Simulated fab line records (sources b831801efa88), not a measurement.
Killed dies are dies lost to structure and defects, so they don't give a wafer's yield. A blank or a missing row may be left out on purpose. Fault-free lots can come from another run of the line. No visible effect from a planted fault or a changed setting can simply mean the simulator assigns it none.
fab line records / flow gf180mcu
record: lots: 7 wafers: 21 last-day: 34
route steps=602 shown VT_IMPLANT@131 MVSD@136 NWELL@137 LVPWELL@138 MVPSD@139 DUAL_GATE@141
lots that met no fault: from a run of the same line without faults
start-h: the number of hours between the record's first day and the start of the first shown wafer of the lot / wait-h: hours from the lot's prior step to this one / " same as the row above / L1.1+2: a row that stands for several wafers / - no value present, or no start provided / * or withheld: withheld / < > ~ a bound
route shown NAME@n: names a module that has steps shown in the file, with the first one's number in the route / usual: the fault-free wafers' mean and standard deviation / same: alike in all rows / chamber/n: place in a boat / sites: per-site readings / _std_site: how widely they spread, as a standard deviation / _edge_site: the outer-site mean with the inner-site mean subtracted / radius-mm: for every site, how far away it sits from the centre of the wafer / mask NAME#n: copy n / behind: the tool/chamber that last shaped the wafer / hold: why the lot was held/for how many hours/how that ended / device: the transistor (n, p or np) that didn't switch / end of line: the same wafers' tests at the end of the route / a step with no rows: only its recipe / killed: dies that structure and defects cost at the first sort, which is not the same as the wafer's yield / map: dies across one wafer; x = killed, . = not, _ = none there
set.NAME: setting as actually run; set.NAME@STEP: the setting as run at that earlier step / model.NAME: the simulator's own value behind a step, which no gauge read
certain route steps with their lots: each step a table, each wafer a row
services: when a tool's chamber went out of use (start-h, in hours from the record's first day, below 0 if earlier), for how many hours, and the reason
== steps ==
step: GF_VT_IMPLANT_IMPLANT_41
recipe: species: As energy-kev: 70 dose-cm2: 1.013e+12 tilt-deg: 7
step: GF_VT_IMPLANT_STRIP_42
recipe: chemistry: O2/N2 power-w: 1400 pressure-mtorr: 1500 platen-temp-c: 250 o2-flow-sccm: 3000 n2-flow-sccm: 300 overash-fraction: 0.5
usual: drypump-motor-current-A: 5.66/0.27 heater-power-w: 322/35 oes-product-au: 0.716/0.0048 strip-time-to-endpoint-s: 12.62/0.039
lot.wafer=L188.1 tool=plasma-asher-01 chamber=0 start-h=171.15 wait-h=0.1 drypump-motor-current-A=5.63 heater-power-w=298 oes-product-au=0.719 rf-hours-counter-h=51 strip-time-to-endpoint-s=12.68
lot.wafer=L188.3 tool=plasma-asher-01 chamber=1 start-h=171.15 wait-h=0.1 drypump-motor-current-A=5.46 heater-power-w=368 oes-product-au=0.726 rf-hours-counter-h=- strip-time-to-endpoint-s=12.63
lot.wafer=L188.5 tool=plasma-asher-01 chamber=0 start-h=171.15 wait-h=0.1 drypump-motor-current-A=5.64 heater-power-w=297 oes-product-au=0.716 rf-hours-counter-h=- strip-time-to-endpoint-s=12.65
lot.wafer=L189.3 tool=plasma-asher-04 chamber=1 start-h=177.28 wait-h=0.1 drypump-motor-current-A=5.27 heater-power-w=271 oes-product-au=0.716 rf-hours-counter-h=- strip-time-to-endpoint-s=12.67
lot.wafer=L189.4 tool=plasma-asher-04 chamber=0 start-h=177.28 wait-h=0.1 drypump-motor-current-A=5.67 heater-power-w=308 oes-product-au=0.716 rf-hours-counter-h=- strip-time-to-endpoint-s=12.64
lot.wafer=L189.6 tool=plasma-asher-04 chamber=1 start-h=177.28 wait-h=0.1 drypump-motor-current-A=5.28 heater-power-w=281 oes-product-au=0.711 rf-hours-counter-h=- strip-time-to-endpoint-s=12.69
lot.wafer=L202.1 tool=plasma-asher-04 chamber=0 start-h=264.69 wait-h=0.1 drypump-motor-current-A=5.68 heater-power-w=309 oes-product-au=0.712 rf-hours-counter-h=62 strip-time-to-endpoint-s=12.67
lot.wafer=L202.5 tool=plasma-asher-04 chamber=0 start-h=264.69 wait-h=0.1 drypump-motor-current-A=5.69 heater-power-w=312 oes-product-au=0.725 rf-hours-counter-h=- strip-time-to-endpoint-s=12.62
lot.wafer=L202.6 tool=plasma-asher-04 chamber=1 start-h=264.69 wait-h=0.1 drypump-motor-current-A=5.28 heater-power-w=278 oes-product-au=0.718 rf-hours-counter-h=- strip-time-to-endpoint-s=12.61
lot.wafer=L203.2 tool=plasma-asher-02 chamber=0 start-h=271.27 wait-h=0.1 drypump-motor-current-A=5.91 heater-power-w=327 oes-product-au=0.721 rf-hours-counter-h=16 strip-time-to-endpoint-s=12.57
lot.wafer=L203.3 tool=plasma-asher-02 chamber=0 start-h=271.27 wait-h=0.1 drypump-motor-current-A=5.89 heater-power-w=319 oes-product-au=0.722 rf-hours-counter-h=- strip-time-to-endpoint-s=12.62
lot.wafer=L203.6 tool=plasma-asher-02 chamber=1 start-h=271.27 wait-h=0.1 drypump-motor-current-A=6.04 heater-power-w=357 oes-product-au=0.706 rf-hours-counter-h=- strip-time-to-endpoint-s=12.60
lot.wafer=L204.2 tool=plasma-asher-02 chamber=1 start-h=278.12 wait-h=0.1 drypump-motor-current-A=6.03 heater-power-w=367 oes-product-au=0.720 rf-hours-counter-h=17 strip-time-to-endpoint-s=12.61
lot.wafer=L204.4 tool=plasma-asher-02 chamber=1 start-h=278.12 wait-h=0.1 drypump-motor-current-A=6.02 heater-power-w=363 oes-product-au=0.715 rf-hours-counter-h=- strip-time-to-endpoint-s=12.61
lot.wafer=L204.6 tool=plasma-asher-02 chamber=0 start-h=278.12 wait-h=0.1 drypump-motor-current-A=5.96 heater-power-w=330 oes-product-au=0.711 rf-hours-counter-h=- strip-time-to-endpoint-s=12.60
lot.wafer=L207.1 tool=plasma-asher-04 chamber=1 start-h=300.89 wait-h=0.1 drypump-motor-current-A=5.26 heater-power-w=282 oes-product-au=0.717 rf-hours-counter-h=66 strip-time-to-endpoint-s=12.54
lot.wafer=L207.3 tool=plasma-asher-04 chamber=1 start-h=300.89 wait-h=0.1 drypump-motor-current-A=5.25 heater-power-w=279 oes-product-au=0.720 rf-hours-counter-h=- strip-time-to-endpoint-s=12.59
lot.wafer=L207.6 tool=plasma-asher-04 chamber=0 start-h=300.89 wait-h=0.1 drypump-motor-current-A=5.69 heater-power-w=314 oes-product-au=0.717 rf-hours-counter-h=- strip-time-to-endpoint-s=12.57
lot.wafer=L208.1 tool=plasma-asher-02 chamber=0 start-h=309.77 wait-h=0.1 drypump-motor-current-A=5.93 heater-power-w=329 oes-product-au=0.714 rf-hours-counter-h=20 strip-time-to-endpoint-s=12.65
lot.wafer=L208.2 tool=plasma-asher-02 chamber=1 start-h=309.77 wait-h=0.1 drypump-motor-current-A=6.04 heater-power-w=359 oes-product-au=0.712 rf-hours-counter-h=20 strip-time-to-endpoint-s=12.64
lot.wafer=L208.5 tool=plasma-asher-02 chamber=0 start-h=309.77 wait-h=0.1 drypump-motor-current-A=5.92 heater-power-w=318 oes-product-au=0.712 rf-hours-counter-h=- strip-time-to-endpoint-s=12.64
step: GF_VT_IMPLANT_TW_MEAS_43
usual: VT_IMPLANT_4_TW: 695/7.4
lot.wafer=L188.1 tool=film-metro-04 chamber=- start-h=171.26 wait-h=0.1 VT_IMPLANT_4_TW=684
lot.wafer=L188.3 tool=film-metro-04 chamber=- start-h=171.26 wait-h=0.1 VT_IMPLANT_4_TW=687
lot.wafer=L188.5 tool=film-metro-04 chamber=- start-h=171.26 wait-h=0.1 VT_IMPLANT_4_TW=684
lot.wafer=L189.3 tool=film-metro-04 chamber=- start-h=177.36 wait-h=0.1 VT_IMPLANT_4_TW=683
lot.wafer=L189.4 tool=film-metro-04 chamber=- start-h=177.36 wait-h=0.1 VT_IMPLANT_4_TW=688
lot.wafer=L189.6 tool=film-metro-04 chamber=- start-h=177.36 wait-h=0.1 VT_IMPLANT_4_TW=689
lot.wafer=L202.1 tool=film-metro-04 chamber=- start-h=264.79 wait-h=0.1 VT_IMPLANT_4_TW=694
lot.wafer=L202.5 tool=film-metro-04 chamber=- start-h=264.79 wait-h=0.1 VT_IMPLANT_4_TW=693
lot.wafer=L202.6 tool=film-metro-04 chamber=- start-h=264.79 wait-h=0.1 VT_IMPLANT_4_TW=694
lot.wafer=L203.2 tool=film-metro-03 chamber=- start-h=271.38 wait-h=0.1 VT_IMPLANT_4_TW=703
lot.wafer=L203.3 tool=film-metro-03 chamber=- start-h=271.38 wait-h=0.1 VT_IMPLANT_4_TW=705
lot.wafer=L203.6 tool=film-metro-03 chamber=- start-h=271.38 wait-h=0.1 VT_IMPLANT_4_TW=702
lot.wafer=L204.2 tool=film-metro-03 chamber=- start-h=278.23 wait-h=0.1 VT_IMPLANT_4_TW=705
lot.wafer=L204.4 tool=film-metro-03 chamber=- start-h=278.23 wait-h=0.1 VT_IMPLANT_4_TW=705
lot.wafer=L204.6 tool=film-metro-03 chamber=- start-h=278.23 wait-h=0.1 VT_IMPLANT_4_TW=706
lot.wafer=L207.1 tool=film-metro-04 chamber=- start-h=300.99 wait-h=0.1 VT_IMPLANT_4_TW=683
lot.wafer=L207.3 tool=film-metro-04 chamber=- start-h=300.99 wait-h=0.1 VT_IMPLANT_4_TW=682
lot.wafer=L207.6 tool=film-metro-04 chamber=- start-h=300.99 wait-h=0.1 VT_IMPLANT_4_TW=686
lot.wafer=L208.1 tool=film-metro-03 chamber=- start-h=309.88 wait-h=0.1 VT_IMPLANT_4_TW=697
lot.wafer=L208.2 tool=film-metro-03 chamber=- start-h=309.88 wait-h=0.1 VT_IMPLANT_4_TW=698
lot.wafer=L208.5 tool=film-metro-03 chamber=- start-h=309.88 wait-h=0.1 VT_IMPLANT_4_TW=703
step: GF_VT_IMPLANT_CLEAN_44
recipe: chemistry: SC1/SC2 mix: 1:4:20 temp-c: 70 time-s: 150 dry: n2-spin
step: GF_VT_IMPLANT_RTA_45
recipe: temp-c: 1050 time-s: 30 ambient: N2
usual: lamp-power-pct: 35.3/2.3 wafer_temp_C_max: 1055.6/1.4
lot.wafer=L188.1 tool=rtp-anneal-01 chamber=0 start-h=171.37 wait-h=0.0 lamp-power-pct=38.3 wafer_temp_C_max=1054.2
lot.wafer=L188.3 tool=rtp-anneal-01 chamber=0 start-h=171.37 wait-h=0.0 lamp-power-pct=38.3 wafer_temp_C_max=1058.2
lot.wafer=L188.5 tool=rtp-anneal-01 chamber=0 start-h=171.37 wait-h=0.0 lamp-power-pct=38.3 wafer_temp_C_max=1056.1
lot.wafer=L189.3 tool=rtp-anneal-01 chamber=0 start-h=177.49 wait-h=0.0 lamp-power-pct=38.2 wafer_temp_C_max=1057.0
lot.wafer=L189.4 tool=rtp-anneal-01 chamber=0 start-h=177.49 wait-h=0.0 lamp-power-pct=38.2 wafer_temp_C_max=1055.7
lot.wafer=L189.6 tool=rtp-anneal-01 chamber=0 start-h=177.49 wait-h=0.0 lamp-power-pct=38.2 wafer_temp_C_max=1055.6
lot.wafer=L202.1 tool=rtp-anneal-02 chamber=0 start-h=264.90 wait-h=0.0 lamp-power-pct=33.4 wafer_temp_C_max=1055.3
lot.wafer=L202.5 tool=rtp-anneal-02 chamber=0 start-h=264.90 wait-h=0.0 lamp-power-pct=33.5 wafer_temp_C_max=1054.4
lot.wafer=L202.6 tool=rtp-anneal-02 chamber=0 start-h=264.90 wait-h=0.0 lamp-power-pct=33.5 wafer_temp_C_max=1056.5
lot.wafer=L203.2 tool=rtp-anneal-01 chamber=0 start-h=271.50 wait-h=0.0 lamp-power-pct=38.3 wafer_temp_C_max=1057.0
lot.wafer=L203.3 tool=rtp-anneal-01 chamber=0 start-h=271.50 wait-h=0.0 lamp-power-pct=38.3 wafer_temp_C_max=1058.3
lot.wafer=L203.6 tool=rtp-anneal-01 chamber=0 start-h=271.50 wait-h=0.0 lamp-power-pct=38.2 wafer_temp_C_max=1054.6
lot.wafer=L204.2 tool=rtp-anneal-02 chamber=0 start-h=278.35 wait-h=0.0 lamp-power-pct=33.5 wafer_temp_C_max=1055.0
lot.wafer=L204.4 tool=rtp-anneal-02 chamber=0 start-h=278.35 wait-h=0.0 lamp-power-pct=33.3 wafer_temp_C_max=1053.9
lot.wafer=L204.6 tool=rtp-anneal-02 chamber=0 start-h=278.35 wait-h=0.0 lamp-power-pct=33.4 wafer_temp_C_max=1054.7
lot.wafer=L207.1 tool=rtp-anneal-02 chamber=0 start-h=301.15 wait-h=0.0 lamp-power-pct=33.5 wafer_temp_C_max=1054.9
lot.wafer=L207.3 tool=rtp-anneal-02 chamber=0 start-h=301.15 wait-h=0.0 lamp-power-pct=33.5 wafer_temp_C_max=1056.4
lot.wafer=L207.6 tool=rtp-anneal-02 chamber=0 start-h=301.15 wait-h=0.0 lamp-power-pct=33.4 wafer_temp_C_max=1055.3
lot.wafer=L208.1 tool=rtp-anneal-01 chamber=0 start-h=309.99 wait-h=0.0 lamp-power-pct=38.2 wafer_temp_C_max=1057.6
lot.wafer=L208.2 tool=rtp-anneal-01 chamber=0 start-h=309.99 wait-h=0.0 lamp-power-pct=38.2 wafer_temp_C_max=1057.5
lot.wafer=L208.5 tool=rtp-anneal-01 chamber=0 start-h=309.99 wait-h=0.0 lamp-power-pct=38.3 wafer_temp_C_max=1059.7
step: GF_VT_IMPLANT_RS_MEAS_46
recipe: thk-meas-gauge: four-point-probe
usual: MVSD_RS: 456.7/1
lot.wafer=L188.1 tool=film-metro-03 chamber=- start-h=171.47 wait-h=0.1 MVSD_RS[ohm/sq]=457.3
lot.wafer=L188.3 tool=film-metro-03 chamber=- start-h=171.47 wait-h=0.1 MVSD_RS[ohm/sq]=458.4
lot.wafer=L188.5 tool=film-metro-03 chamber=- start-h=171.47 wait-h=0.1 MVSD_RS[ohm/sq]=456.7
lot.wafer=L189.3 tool=film-metro-01 chamber=- start-h=177.59 wait-h=0.1 MVSD_RS[ohm/sq]=456.8
lot.wafer=L189.4 tool=film-metro-01 chamber=- start-h=177.59 wait-h=0.1 MVSD_RS[ohm/sq]=457.9
lot.wafer=L189.6 tool=film-metro-01 chamber=- start-h=177.59 wait-h=0.1 MVSD_RS[ohm/sq]=458.9
lot.wafer=L202.1 tool=film-metro-01 chamber=- start-h=265.00 wait-h=0.1 MVSD_RS[ohm/sq]=458.1
lot.wafer=L202.5 tool=film-metro-01 chamber=- start-h=265.00 wait-h=0.1 MVSD_RS[ohm/sq]=458.2
lot.wafer=L202.6 tool=film-metro-01 chamber=- start-h=265.00 wait-h=0.1 MVSD_RS[ohm/sq]=457.6
lot.wafer=L203.2 tool=film-metro-02 chamber=- start-h=271.60 wait-h=0.1 MVSD_RS[ohm/sq]=455.4
lot.wafer=L203.3 tool=film-metro-02 chamber=- start-h=271.60 wait-h=0.1 MVSD_RS[ohm/sq]=455.2
lot.wafer=L203.6 tool=film-metro-02 chamber=- start-h=271.60 wait-h=0.1 MVSD_RS[ohm/sq]=454.4
lot.wafer=L204.2 tool=film-metro-01 chamber=- start-h=278.45 wait-h=0.1 MVSD_RS[ohm/sq]=457.2
lot.wafer=L204.4 tool=film-metro-01 chamber=- start-h=278.45 wait-h=0.1 MVSD_RS[ohm/sq]=457.6
lot.wafer=L204.6 tool=film-metro-01 chamber=- start-h=278.45 wait-h=0.1 MVSD_RS[ohm/sq]=457.7
lot.wafer=L207.1 tool=film-metro-03 chamber=- start-h=301.25 wait-h=0.1 MVSD_RS[ohm/sq]=455.0
lot.wafer=L207.3 tool=film-metro-03 chamber=- start-h=301.25 wait-h=0.1 MVSD_RS[ohm/sq]=455.1
lot.wafer=L207.6 tool=film-metro-03 chamber=- start-h=301.25 wait-h=0.1 MVSD_RS[ohm/sq]=456.5
lot.wafer=L208.1 tool=film-metro-03 chamber=- start-h=310.09 wait-h=0.1 MVSD_RS[ohm/sq]=458.6
lot.wafer=L208.2 tool=film-metro-03 chamber=- start-h=310.09 wait-h=0.1 MVSD_RS[ohm/sq]=457.1
lot.wafer=L208.5 tool=film-metro-03 chamber=- start-h=310.09 wait-h=0.1 MVSD_RS[ohm/sq]=456.4
step: GF_VT_IMPLANT_RS_MEAS_47
recipe: thk-meas-gauge: four-point-probe
usual: NWELL_RS: 487.5/1.1
lot.wafer=L188.1 tool=film-metro-03 chamber=- start-h=171.59 wait-h=0.1 NWELL_RS[ohm/sq]=486.1
lot.wafer=L188.3 tool=film-metro-03 chamber=- start-h=171.59 wait-h=0.1 NWELL_RS[ohm/sq]=485.5
lot.wafer=L188.5 tool=film-metro-03 chamber=- start-h=171.59 wait-h=0.1 NWELL_RS[ohm/sq]=486.7
lot.wafer=L189.3 tool=film-metro-01 chamber=- start-h=177.71 wait-h=0.1 NWELL_RS[ohm/sq]=486.6
lot.wafer=L189.4 tool=film-metro-01 chamber=- start-h=177.71 wait-h=0.1 NWELL_RS[ohm/sq]=486.7
lot.wafer=L189.6 tool=film-metro-01 chamber=- start-h=177.71 wait-h=0.1 NWELL_RS[ohm/sq]=488.3
lot.wafer=L202.1 tool=film-metro-01 chamber=- start-h=265.12 wait-h=0.1 NWELL_RS[ohm/sq]=488.9
lot.wafer=L202.5 tool=film-metro-01 chamber=- start-h=265.12 wait-h=0.1 NWELL_RS[ohm/sq]=488.2
lot.wafer=L202.6 tool=film-metro-01 chamber=- start-h=265.12 wait-h=0.1 NWELL_RS[ohm/sq]=487.6
lot.wafer=L203.2 tool=film-metro-02 chamber=- start-h=271.72 wait-h=0.1 NWELL_RS[ohm/sq]=484.6
lot.wafer=L203.3 tool=film-metro-02 chamber=- start-h=271.72 wait-h=0.1 NWELL_RS[ohm/sq]=485.4
lot.wafer=L203.6 tool=film-metro-02 chamber=- start-h=271.72 wait-h=0.1 NWELL_RS[ohm/sq]=486.2
lot.wafer=L204.2 tool=film-metro-01 chamber=- start-h=278.57 wait-h=0.1 NWELL_RS[ohm/sq]=487.7
lot.wafer=L204.4 tool=film-metro-01 chamber=- start-h=278.57 wait-h=0.1 NWELL_RS[ohm/sq]=486.6
lot.wafer=L204.6 tool=film-metro-01 chamber=- start-h=278.57 wait-h=0.1 NWELL_RS[ohm/sq]=487.9
lot.wafer=L207.1 tool=film-metro-03 chamber=- start-h=301.37 wait-h=0.1 NWELL_RS[ohm/sq]=486.2
lot.wafer=L207.3 tool=film-metro-03 chamber=- start-h=301.37 wait-h=0.1 NWELL_RS[ohm/sq]=487.1
lot.wafer=L207.6 tool=film-metro-03 chamber=- start-h=301.37 wait-h=0.1 NWELL_RS[ohm/sq]=487.8
lot.wafer=L208.1 tool=film-metro-03 chamber=- start-h=310.21 wait-h=0.1 NWELL_RS[ohm/sq]=486.5
lot.wafer=L208.2 tool=film-metro-03 chamber=- start-h=310.21 wait-h=0.1 NWELL_RS[ohm/sq]=486.1
lot.wafer=L208.5 tool=film-metro-03 chamber=- start-h=310.21 wait-h=0.1 NWELL_RS[ohm/sq]=485.8
step: GF_VT_IMPLANT_RS_MEAS_48
recipe: thk-meas-gauge: four-point-probe
usual: LVPWELL_RS: 1197.1/2.7
lot.wafer=L188.1 tool=film-metro-03 chamber=- start-h=171.71 wait-h=0.1 LVPWELL_RS[ohm/sq]=1191.3
lot.wafer=L188.3 tool=film-metro-03 chamber=- start-h=171.71 wait-h=0.1 LVPWELL_RS[ohm/sq]=1194.6
lot.wafer=L188.5 tool=film-metro-03 chamber=- start-h=171.71 wait-h=0.1 LVPWELL_RS[ohm/sq]=1193.5
lot.wafer=L189.3 tool=film-metro-01 chamber=- start-h=177.83 wait-h=0.1 LVPWELL_RS[ohm/sq]=1200.9
lot.wafer=L189.4 tool=film-metro-01 chamber=- start-h=177.83 wait-h=0.1 LVPWELL_RS[ohm/sq]=1197.3
lot.wafer=L189.6 tool=film-metro-01 chamber=- start-h=177.83 wait-h=0.1 LVPWELL_RS[ohm/sq]=1203.0
lot.wafer=L202.1 tool=film-metro-01 chamber=- start-h=265.24 wait-h=0.1 LVPWELL_RS[ohm/sq]=1195.3
lot.wafer=L202.5 tool=film-metro-01 chamber=- start-h=265.24 wait-h=0.1 LVPWELL_RS[ohm/sq]=1198.4
lot.wafer=L202.6 tool=film-metro-01 chamber=- start-h=265.24 wait-h=0.1 LVPWELL_RS[ohm/sq]=1195.2
lot.wafer=L203.2 tool=film-metro-02 chamber=- start-h=271.84 wait-h=0.1 LVPWELL_RS[ohm/sq]=1197.6
lot.wafer=L203.3 tool=film-metro-02 chamber=- start-h=271.84 wait-h=0.1 LVPWELL_RS[ohm/sq]=1197.2
lot.wafer=L203.6 tool=film-metro-02 chamber=- start-h=271.84 wait-h=0.1 LVPWELL_RS[ohm/sq]=1197.4
lot.wafer=L204.2 tool=film-metro-01 chamber=- start-h=278.69 wait-h=0.1 LVPWELL_RS[ohm/sq]=1193.6
lot.wafer=L204.4 tool=film-metro-01 chamber=- start-h=278.69 wait-h=0.1 LVPWELL_RS[ohm/sq]=1199.8
lot.wafer=L204.6 tool=film-metro-01 chamber=- start-h=278.69 wait-h=0.1 LVPWELL_RS[ohm/sq]=1195.9
lot.wafer=L207.1 tool=film-metro-03 chamber=- start-h=301.49 wait-h=0.1 LVPWELL_RS[ohm/sq]=1193.6
lot.wafer=L207.3 tool=film-metro-03 chamber=- start-h=301.49 wait-h=0.1 LVPWELL_RS[ohm/sq]=1196.3
lot.wafer=L207.6 tool=film-metro-03 chamber=- start-h=301.49 wait-h=0.1 LVPWELL_RS[ohm/sq]=1196.0
lot.wafer=L208.1 tool=film-metro-03 chamber=- start-h=310.33 wait-h=0.1 LVPWELL_RS[ohm/sq]=1197.8
lot.wafer=L208.2 tool=film-metro-03 chamber=- start-h=310.33 wait-h=0.1 LVPWELL_RS[ohm/sq]=1199.0
lot.wafer=L208.5 tool=film-metro-03 chamber=- start-h=310.33 wait-h=0.1 LVPWELL_RS[ohm/sq]=1193.7
step: GF_VT_IMPLANT_RS_MEAS_49
recipe: thk-meas-gauge: four-point-probe
usual: MVPSD_RS: 1180.2/2.7
lot.wafer=L188.1 tool=film-metro-03 chamber=- start-h=171.83 wait-h=0.1 MVPSD_RS[ohm/sq]=1181.9
lot.wafer=L188.3 tool=film-metro-03 chamber=- start-h=171.83 wait-h=0.1 MVPSD_RS[ohm/sq]=1181.7
lot.wafer=L188.5 tool=film-metro-03 chamber=- start-h=171.83 wait-h=0.1 MVPSD_RS[ohm/sq]=1184.6
lot.wafer=L189.3 tool=film-metro-01 chamber=- start-h=177.95 wait-h=0.1 MVPSD_RS[ohm/sq]=1175.7
lot.wafer=L189.4 tool=film-metro-01 chamber=- start-h=177.95 wait-h=0.1 MVPSD_RS[ohm/sq]=1177.7
lot.wafer=L189.6 tool=film-metro-01 chamber=- start-h=177.95 wait-h=0.1 MVPSD_RS[ohm/sq]=1175.5
lot.wafer=L202.1 tool=film-metro-01 chamber=- start-h=265.36 wait-h=0.1 MVPSD_RS[ohm/sq]=1183.0
lot.wafer=L202.5 tool=film-metro-01 chamber=- start-h=265.36 wait-h=0.1 MVPSD_RS[ohm/sq]=1180.0
lot.wafer=L202.6 tool=film-metro-01 chamber=- start-h=265.36 wait-h=0.1 MVPSD_RS[ohm/sq]=1182.4
lot.wafer=L203.2 tool=film-metro-02 chamber=- start-h=271.96 wait-h=0.1 MVPSD_RS[ohm/sq]=1184.9
lot.wafer=L203.3 tool=film-metro-02 chamber=- start-h=271.96 wait-h=0.1 MVPSD_RS[ohm/sq]=1182.6
lot.wafer=L203.6 tool=film-metro-02 chamber=- start-h=271.96 wait-h=0.1 MVPSD_RS[ohm/sq]=1182.6
lot.wafer=L204.2 tool=film-metro-01 chamber=- start-h=278.81 wait-h=0.1 MVPSD_RS[ohm/sq]=1183.9
lot.wafer=L204.4 tool=film-metro-01 chamber=- start-h=278.81 wait-h=0.1 MVPSD_RS[ohm/sq]=1181.2
lot.wafer=L204.6 tool=film-metro-01 chamber=- start-h=278.81 wait-h=0.1 MVPSD_RS[ohm/sq]=1179.1
lot.wafer=L207.1 tool=film-metro-03 chamber=- start-h=301.61 wait-h=0.1 MVPSD_RS[ohm/sq]=1174.8
lot.wafer=L207.3 tool=film-metro-03 chamber=- start-h=301.61 wait-h=0.1 MVPSD_RS[ohm/sq]=1175.4
lot.wafer=L207.6 tool=film-metro-03 chamber=- start-h=301.61 wait-h=0.1 MVPSD_RS[ohm/sq]=1176.4
lot.wafer=L208.1 tool=film-metro-03 chamber=- start-h=310.45 wait-h=0.1 MVPSD_RS[ohm/sq]=1181.2
lot.wafer=L208.2 tool=film-metro-03 chamber=- start-h=310.45 wait-h=0.1 MVPSD_RS[ohm/sq]=1178.5
lot.wafer=L208.5 tool=film-metro-03 chamber=- start-h=310.45 wait-h=0.1 MVPSD_RS[ohm/sq]=1181.5
step: GF_VT_IMPLANT_WET_ETCH_50
recipe: chemistry: dHF target-depth-nm: 20 target: SiO2 temp-c: 25 dilution: 100:1 time-s: 387.7
step: GF_DUAL_GATE_CLEAN_00
recipe: chemistry: SC1/SC2 mix: 1:4:20 temp-c: 70 time-s: 150
step: GF_DUAL_GATE_CLEAN_01
recipe: chemistry: dHF time-s: 20 dilution: 100:1 dry: ipa-marangoni
step: GF_DUAL_GATE_OXIDATION_02
recipe: temp-c: 900 ambient: O2 stabilise-s: 600 purge-s: 300 target-thk-a: 108.87 ox-time-s: 1602
usual: ox-temp-c: 899.9/0.41 ox-temp-c-max: 906.2/1.9 zone-power-lower-pct: 17.4/0.43
lot.wafer=L188.1 tool=furnace-02 chamber=0 start-h=172.13 wait-h=0.0 ox-temp-c=899.7 ox-temp-c-max=908.4 zone-power-lower-pct=17.1
lot.wafer=L188.3 tool=furnace-02 chamber=0 start-h=172.13 wait-h=0.0 ox-temp-c=900.2 ox-temp-c-max=906.3 zone-power-lower-pct=17.2
lot.wafer=L188.5 tool=furnace-02 chamber=0 start-h=172.13 wait-h=0.0 ox-temp-c=899.9 ox-temp-c-max=906.2 zone-power-lower-pct=16.9
lot.wafer=L189.3 tool=furnace-02 chamber=0 start-h=178.23 wait-h=0.0 ox-temp-c=900.2 ox-temp-c-max=908.4 zone-power-lower-pct=17.0
lot.wafer=L189.4 tool=furnace-02 chamber=0 start-h=178.23 wait-h=0.0 ox-temp-c=899.8 ox-temp-c-max=906.3 zone-power-lower-pct=17.3
lot.wafer=L189.6 tool=furnace-02 chamber=0 start-h=178.23 wait-h=0.0 ox-temp-c=900.3 ox-temp-c-max=906.8 zone-power-lower-pct=17.2
lot.wafer=L202.1 tool=furnace-02 chamber=- start-h=266.51 wait-h=0.8 ox-temp-c=- ox-temp-c-max=- zone-power-lower-pct=-
lot.wafer=L202.5 tool=furnace-02 chamber=- start-h=266.51 wait-h=0.8 ox-temp-c=- ox-temp-c-max=- zone-power-lower-pct=-
lot.wafer=L202.6 tool=furnace-02 chamber=- start-h=266.51 wait-h=0.8 ox-temp-c=- ox-temp-c-max=- zone-power-lower-pct=-
lot.wafer=L203.2 tool=furnace-01 chamber=- start-h=272.25 wait-h=0.0 ox-temp-c=- ox-temp-c-max=- zone-power-lower-pct=-
lot.wafer=L203.3 tool=furnace-01 chamber=- start-h=272.25 wait-h=0.0 ox-temp-c=- ox-temp-c-max=- zone-power-lower-pct=-
lot.wafer=L203.6 tool=furnace-01 chamber=- start-h=272.25 wait-h=0.0 ox-temp-c=- ox-temp-c-max=- zone-power-lower-pct=-
lot.wafer=L204.2 tool=furnace-02 chamber=- start-h=279.11 wait-h=0.0 ox-temp-c=- ox-temp-c-max=- zone-power-lower-pct=-
lot.wafer=L204.4 tool=furnace-02 chamber=- start-h=279.11 wait-h=0.0 ox-temp-c=- ox-temp-c-max=- zone-power-lower-pct=-
lot.wafer=L204.6 tool=furnace-02 chamber=- start-h=279.11 wait-h=0.0 ox-temp-c=- ox-temp-c-max=- zone-power-lower-pct=-
lot.wafer=L207.1 tool=furnace-01 chamber=0 start-h=302.16 wait-h=0.2 ox-temp-c=900.4 ox-temp-c-max=904.0 zone-power-lower-pct=18.1
lot.wafer=L207.3 tool=furnace-01 chamber=0 start-h=302.16 wait-h=0.2 ox-temp-c=900.5 ox-temp-c-max=904.0 zone-power-lower-pct=18.1
lot.wafer=L207.6 tool=furnace-01 chamber=0 start-h=302.16 wait-h=0.2 ox-temp-c=900.2 ox-temp-c-max=905.0 zone-power-lower-pct=17.8
lot.wafer=L208.1 tool=furnace-02 chamber=0 start-h=310.77 wait-h=0.0 ox-temp-c=899.4 ox-temp-c-max=907.2 zone-power-lower-pct=17.2
lot.wafer=L208.2 tool=furnace-02 chamber=0 start-h=310.77 wait-h=0.0 ox-temp-c=900.4 ox-temp-c-max=908.8 zone-power-lower-pct=17.2
lot.wafer=L208.5 tool=furnace-02 chamber=0 start-h=310.77 wait-h=0.0 ox-temp-c=900.5 ox-temp-c-max=906.4 zone-power-lower-pct=17.2
step: GF_DUAL_GATE_DEHYDRATE_04
recipe: temp-c: 200 time-s: 60
== services ==
tool=furnace-01 chamber=- start-h=164.92 hours=2.8 kind=pm
tool=furnace-02 chamber=- start-h=183.71 hours=5.2 kind=pm
tool=rtp-anneal-01 chamber=- start-h=192.40 hours=5.9 kind=pm
tool=furnace-02 chamber=- start-h=218.15 hours=3.1 kind=repair
tool=furnace-02 chamber=- start-h=235.33 hours=3.3 kind=pm
tool=furnace-02 chamber=- start-h=246.68 hours=5.1 kind=pm
tool=furnace-01 chamber=- start-h=294.81 hours=3.3 kind=pm
== key ==
first-sign: step: GF_DUAL_GATE_OXIDATION_02 reading: tool-record direction: missing
effect none on later readings
met-at GF_DUAL_GATE_OXIDATION_02
struck-wafers L202.1,L202.5,L202.6,L203.2,L203.3,L203.6,L204.2,L204.4,L204.6
later-rows-left-out L202.1,L202.5,L202.6,L203.2,L203.3,L203.6,L204.2,L204.4,L204.6
sort-left-out L202.1,L202.5,L202.6,L203.2,L203.3,L203.6,L204.2,L204.4,L204.6
tester-left-out L202,L203,L204
onset-between 178.23 266.51
fault: kind: skipped-step-whole tool: furnace-01,furnace-02 chamber: - onset-h: 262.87 steps: GF_DUAL_GATE_OXIDATION_02 scope: struck-lots-only
tester-left-out: of these lots the tester's yield and bins aren't shown, on N5 and GAA mostly nor the transistor test; their killed dies are dies lost to structure and defects alone, not to doping, threshold or leakage, so they don't give the yield
sort-left-out: the simulated sort isn't trusted on such a fault, so these wafers' sort isn't shown, and their yield isn't known
later-rows-left-out: the simulator's readings of these wafers behind a module that went badly wrong aren't trusted and aren't shown, but for the sort
